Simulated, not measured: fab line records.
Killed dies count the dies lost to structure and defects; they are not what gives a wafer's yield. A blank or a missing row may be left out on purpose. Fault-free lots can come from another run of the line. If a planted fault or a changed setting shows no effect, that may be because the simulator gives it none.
fab line records | flow sfq_line
[record] lots = 15 wafers = 45 last_day = 83
route steps=325 shown I0@54 M6@264 I6@269 M8@323
lots with no fault: from the same line, run without faults
start_h: the number of hours between the record's first day and the start of the first shown wafer of the lot | wait_h: how many hours have passed since the lot's step before this one | " repeats the value in the row above | L1.1+2: a single row standing in for several wafers | - no value, or no start given | * or withheld: withheld | < > ~ a bound
route shown NAME@n: names a module that has steps shown in the file, with the first one's number in the route | usual: mean/standard deviation taken from wafers without a fault | same: alike in all rows | chamber/n: place in a boat | sites: each site's reading | _std_site: how widely they spread, as a standard deviation | _edge_site: mean of outer sites minus mean of inner sites | radius_mm: for every site, how far away it sits from the centre of the wafer | mask NAME#n: copy n | behind: the most recent tool/chamber to have shaped the wafer | hold: cause of the lot's hold/its duration in hours/its outcome | device: transistor that didn't switch, given as n, p or np | end of line: tests of these same wafers at the route's end | a step without rows: its recipe alone | killed: count of dies lost to structure and defects at first sort (not the wafer's yield) | map: the dies of a wafer, with x for killed, . for not killed, _ for no die there
set.NAME: the setting that was run; set.NAME@STEP: the one run at that earlier step | model.NAME: the simulator's own value behind a step, which no gauge read
route steps across a sampled set of lots; one table per step, one row per wafer
services: when a tool's chamber went out of use (start_h, in hours from the record's first day, below 0 if earlier), for how many hours, and the reason
[[steps]]
[step SFQ_TRILAYER_I0_VIA_BARC_OPEN_VIA_ETCH_046]
[recipe] mask_material = PR chemistry = O2 target_depth_nm = 125 target = BARC source_w = 500 bias_w = 80 pressure_mtorr = 30 time_s = 41.7
[usual] drypump_motor_current_A = 5.6/0.42 oes_product_au = 0.684/0.0047 rf_fwd_power_W = 494.6/2.5 run_length_s = 69.9/0.45
// columns lot.wafer tool chamber start_h wait_h drypump_motor_current_A oes_product_au rf_fwd_power_W rf_hours_counter_h run_length_s
L514.1 rie_diel-01 1 357.11 0.0 5.4 0.683 498.7 64 70.3
L514.4 " 0 " " 5.4 0.688 492.4 96 70.0
L514.6 " 2 " " 5.3 0.685 493.0 - 69.7
L518.4 rie_diel-03 2 398.14 0.0 6.1 0.686 494.5 91 70.5
L518.5 " 2 " " 6.1 0.682 494.8 - 70.9
L518.6 " 1 " " 5.6 0.682 491.2 - 69.3
L520.3 rie_diel-01 3 430.54 0.0 6.3 0.624 495.5 0 78.5
L520.4 " 2 " " 5.3 0.622 494.4 47 78.5
L520.6 " 2 " " 5.3 0.685 493.1 - 69.2
L522.2 rie_diel-01 0 442.54 0.0 5.5 0.682 489.1 97 70.2
L522.3 " 1 " " 5.4 0.631 494.8 65 79.7
L522.6 " 1 " " 5.4 0.682 494.2 - 70.0
L524.2 rie_diel-01 2 458.26 0.0 5.3 0.684 493.7 48 69.2
L524.4 " 0 " " 5.4 0.626 490.3 97 79.2
L524.6 " 1 " " 5.4 0.680 496.7 - 70.4
L526.3 rie_diel-03 1 482.19 0.0 5.6 0.689 493.1 81 69.5
L526.5 " 2 " " 6.1 0.681 492.7 - 70.4
L526.6 " 3 " " 6.2 0.682 497.0 - 69.9
L527.2 rie_diel-03 0 491.79 0.0 5.2 0.687 493.8 9 70.5
L527.3 " 2 " " 6.1 0.688 491.4 93 70.4
L527.4 " 0 " " 5.2 0.677 492.5 - 70.6
L529.1 rie_diel-02 3 506.19 0.0 6.1 0.686 496.6 30 70.1
L529.4 " 2 " " 5.2 0.686 495.4 4 69.8
L529.6 " 3 " " 6.1 0.677 496.7 - 69.7
L530.1 rie_diel-03 0 517.11 0.0 5.2 0.674 495.7 9 70.4
L530.3 " 2 " " 6.1 0.682 495.9 93 70.4
L530.5 " 1 " " 5.6 0.680 495.7 - 69.4
L531.2 rie_diel-03 2 523.11 0.0 6.1 0.685 493.2 93 70.4
L531.4 " 1 " " 5.6 0.691 491.0 82 69.9
L531.6 " 2 " " 6.1 0.684 493.5 - 70.3
L532.2 rie_diel-01 0 526.71 0.0 5.4 0.681 493.2 0 69.7
L532.3 " 3 " " 6.2 0.686 493.6 1 69.4
L532.4 " 2 " " 5.3 0.689 494.6 48 69.9
L534.1 rie_diel-02 3 541.11 0.0 6.2 0.688 499.0 30 70.0
L534.2 " 1 " " 5.7 0.685 495.8 14 69.8
L534.4 " 0 " " 4.8 0.687 495.8 2 70.5
L535.2 rie_diel-03 3 559.11 0.0 6.2 0.692 497.9 82 70.4
L535.3 " 1 " " 5.6 0.686 493.6 83 69.5
L535.6 " 0 " " 5.2 0.687 495.3 - 70.6
L536.1 rie_diel-02 1 571.11 0.0 5.7 0.683 498.0 14 70.0
L536.3 " 0 " " 4.8 0.679 498.2 2 70.7
L536.5 " 2 " " 5.2 0.691 495.1 - 69.7
L537.1 rie_diel-03 3 575.91 0.0 6.2 0.692 494.9 83 70.1
L537.3 " 2 " " 6.1 0.685 494.5 0 70.3
L537.4 " 1 " " 5.6 0.692 494.6 83 69.3
[step SFQ_TRILAYER_M6_STRIP_STRIP_163]
[recipe] gas = O2 power_w = 200 platen_temp_c = 40 overash_fraction = 0.65 chemistry = O2 pressure_mtorr = 50
[usual] drypump_motor_current_A = 6.0/0.53 oes_product_au = 0.996/0.0088
// columns lot.wafer tool chamber start_h wait_h drypump_motor_current_A oes_product_au rf_hours_counter_h
L514.1 rie_metal-04 1 1450.80 0.1 5.0 0.987 107
L514.4 " 1 " " 5.0 0.997 -
L514.6 " 1 " " 5.0 1.000 -
L518.4 rie_metal-04 0 1464.20 0.2 6.2 0.993 -
L518.5 " 0 " " 6.2 0.995 -
L518.6 " 1 " " 5.0 0.983 -
L520.3 rie_metal-04 1 1467.80 0.2 5.0 0.985 -
L520.4 " 0 " " 6.2 0.993 -
L520.6 " 1 " " 5.1 0.986 -
L522.2 rie_metal-01 1 1521.59 0.4 6.0 1.014 -
L522.3 " 1 " " 6.1 1.013 -
L522.6 " 1 " " 6.1 1.010 -
L524.2 rie_metal-03 1 1654.28 0.1 6.4 0.990 47
L524.4 " 1 " " 6.4 0.984 -
L524.6 " 0 " " 6.3 1.004 -
L526.3 rie_metal-04 1 1696.58 0.2 5.0 0.980 -
L526.5 " 0 " " 6.2 0.995 -
L526.6 " 1 " " 5.0 0.992 -
L527.2 rie_metal-03 1 1698.78 0.1 6.5 0.997 52
L527.3 " 1 " " 6.5 0.993 -
L527.4 " 0 " " 6.3 1.005 -
L529.1 rie_metal-03 1 1747.98 0.1 6.4 0.986 60
L529.4 " 0 " " 6.3 1.009 -
L529.6 " 1 " " 6.4 0.979 -
L530.1 rie_metal-04 0 1755.18 0.1 6.2 0.985 37
L530.3 " 1 " " 5.0 0.987 -
L530.5 " 0 " " 6.2 0.991 -
L531.2 rie_metal-03 1 1762.38 0.1 6.5 0.996 62
L531.4 " 0 " " 6.3 1.008 -
L531.6 " 0 " " 6.3 1.003 -
L532.2 rie_metal-04 1 1765.98 0.1 5.0 0.996 4
L532.3 " 1 " " 5.0 1.001 -
L532.4 " 0 " " 6.2 0.992 -
L534.1 rie_metal-03 1 1776.03 0.1 6.4 0.994 64
L534.2 " 0 " " 6.3 1.010 74
L534.4 " 0 " " 6.3 1.020 -
L535.2 rie_metal-04 0 1791.45 0.1 6.2 0.996 43
L535.3 " 1 " " 5.0 0.989 -
L535.6 " 0 " " 6.1 0.993 -
L536.1 rie_metal-04 1 1801.60 0.1 5.0 0.998 8
L536.3 " 1 " " 5.0 0.992 -
L536.5 " 0 " " 6.2 0.994 -
L537.1 rie_metal-03 0 1803.30 0.1 6.3 1.000 77
L537.3 " 0 " " 6.3 1.017 -
L537.4 " 1 " " 6.4 0.982 -
[step SFQ_TRILAYER_I6_METRO_MEASURE_167]
[usual] thk_nm = 199.1/1.4
// columns lot.wafer tool chamber start_h wait_h thk_nm
L514.1 film_metro-04 - 1457.70 0.1 198.1
L514.4 " - " " 199.7
L514.6 " - " " 200.9
L518.4 film_metro-04 - 1468.58 0.6 199.6
L518.5 " - " " 199.8
L518.6 " - " " 199.2
L520.3 film_metro-04 - 1471.98 0.5 199.8
L520.4 " - " " 199.4
L520.6 " - " " 200.4
L522.2 film_metro-01 - 1529.21 0.3 201.1
L522.3 " - " " 202.3
L522.6 " - " " 201.0
L524.2 film_metro-02 - 1658.45 0.3 199.5
L524.4 " - " " 200.9
L524.6 " - " " 199.2
L526.3 film_metro-04 - 1700.75 0.5 202.0
L526.5 " - " " 200.4
L526.6 " - " " 200.9
L527.2 film_metro-01 - 1702.97 0.3 198.6
L527.3 " - " " 199.1
L527.4 " - " " 199.1
L529.1 film_metro-01 - 1751.95 0.1 202.0
L529.4 " - " " 200.2
L529.6 " - " " 201.9
L530.1 film_metro-02 - 1759.31 0.1 197.5
L530.3 " - " " 197.6
L530.5 " - " " 199.0
L531.2 film_metro-04 - 1766.55 0.3 201.0
L531.4 " - " " 199.1
L531.6 " - " " 201.5
L532.2 film_metro-01 - 1770.15 0.3 196.8
L532.3 " - " " 198.1
L532.4 " - " " 198.4
L534.1 film_metro-02 - 1785.98 0.1 198.1
L534.2 " - " " 197.9
L534.4 " - " " 196.8
L535.2 film_metro-02 - 1795.63 0.3 198.6
L535.3 " - " " 199.8
L535.6 " - " " 200.3
L536.1 film_metro-02 - 1805.57 0.1 199.5
L536.3 " - " " 197.9
L536.5 " - " " 198.1
L537.1 film_metro-01 - 1807.27 0.1 198.6
L537.3 " - " " 198.0
L537.4 " - " " 197.2
[step SFQ_M8_THK_MEAS_950]
[recipe] thk_meas_gauge = xrf reads = Au_of_TRILAYER_M8_DEP_EVAP_196
[usual] M8_AU_THK = 180.1/2.2
// columns lot.wafer tool chamber start_h wait_h M8_AU_THK[nm]
L514.1 film_metro-03 - 1809.47 0.1 179.6
L514.4 " - " " 181.5
L514.6 " - " " 178.4
L518.4 film_metro-03 - 1820.30 0.1 180.2
L518.5 " - " " 176.7
L518.6 " - " " 178.6
L520.3 film_metro-04 - 1823.89 0.1 177.6
L520.4 " - " " 177.6
L520.6 " - " " 178.1
L522.2 film_metro-04 - 1836.00 0.1 178.2
L522.3 " - " " 177.0
L522.6 " - " " 177.2
L524.2 film_metro-03 - 1881.65 0.1 178.6
L524.4 " - " " 183.3
L524.6 " - " " 182.6
L526.3 film_metro-02 - 1885.26 0.1 181.0
L526.5 " - " " 180.6
L526.6 " - " " 182.9
L527.2 film_metro-04 - 1886.45 0.1 181.0
L527.3 " - " " 181.6
L527.4 " - " " 182.3
L529.1 film_metro-03 - 1888.84 0.1 180.8
L529.4 " - " " 180.9
L529.6 " - " " 180.1
L530.1 film_metro-02 - 1891.24 0.1 179.5
L530.3 " - " " 181.4
L530.5 " - " " 181.6
L531.2 film_metro-02 - 1893.65 0.1 180.6
L531.4 " - " " 182.3
L531.6 " - " " 181.9
L532.2 film_metro-04 - 1894.85 0.1 177.8
L532.3 " - " " 177.6
L532.4 " - " " 174.6
L534.1 film_metro-03 - 1898.44 0.1 174.8
L534.2 " - " " 178.4
L534.4 " - " " 177.7
L535.2 film_metro-04 - 1902.05 0.1 179.4
L535.3 " - " " 178.3
L535.6 " - " " 177.5
L536.1 film_metro-02 - 1919.13 0.1 178.5
L536.3 " - " " 181.3
L536.5 " - " " 177.9
L537.1 film_metro-04 - 1986.13 0.1 180.6
L537.3 " - " " 179.5
L537.4 " - " " 179.1
[[services]]
// columns tool chamber start_h hours kind
rie_diel-03 - 379.60 0.2 repair
rie_diel-03 0 478.01 7.4 repair
rie_diel-03 3 487.07 5.4 repair
rie_diel-03 0 497.48 3.8 repair
rie_diel-03 1 530.73 2.5 repair
rie_metal-04 - 589.99 1.6 repair
rie_metal-04 0 630.02 3.7 repair
rie_diel-03 3 648.29 6.4 repair
rie_diel-03 0 692.34 14.5 repair
rie_diel-03 0 749.44 8.7 repair
rie_diel-03 1 756.89 6.7 repair
rie_metal-04 - 786.78 0.5 repair
rie_diel-03 - 787.92 28.1 pm
rie_metal-04 - 804.67 0.2 repair
rie_diel-03 1 939.64 3.7 repair
rie_diel-03 3 963.12 5.3 repair
rie_diel-03 2 968.31 1.7 repair
rie_diel-03 3 1031.74 29.1 repair
rie_metal-04 0 1256.47 6.9 repair
rie_metal-04 - 1375.47 2.8 pm
rie_metal-04 - 1629.21 1.4 pm
rie_metal-04 0 1661.82 7.4 repair
rie_metal-04 - 1753.40 0.9 repair
rie_metal-04 1 1757.32 8.2 repair
[[key]]
[first_sign] step = SFQ_TRILAYER_I0_VIA_BARC_OPEN_VIA_ETCH_046 reading = run_length_s direction = up sigmas = 20 usual = * struck = *
[effect] step = SFQ_TRILAYER_I0_VIA_BARC_OPEN_VIA_ETCH_046 reading = oes_product_au direction = down sigmas = 13 usual = 0.684 struck = 0.626
met_at SFQ_TRILAYER_I0_VIA_BARC_OPEN_VIA_ETCH_046
struck_lots L520,L522,L524
struck_wafers L520.3,L520.4,L522.3,L524.4
not_acting_at SFQ_TRILAYER_M6_STRIP_STRIP_163,SFQ_TRILAYER_I6_METRO_MEASURE_167,SFQ_M8_THK_MEAS_950
onset_between 357.11 430.54
[fault] kind = process_parameter_drift tool = rie_diel-01 chamber = - onset_h = 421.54 steps = SFQ_TRILAYER_I0_VIA_BARC_OPEN_VIA_ETCH_046 channel = time_s offset = * shape = step end_h = 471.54 scope = struck_wafers_only acts_in = * stated = *
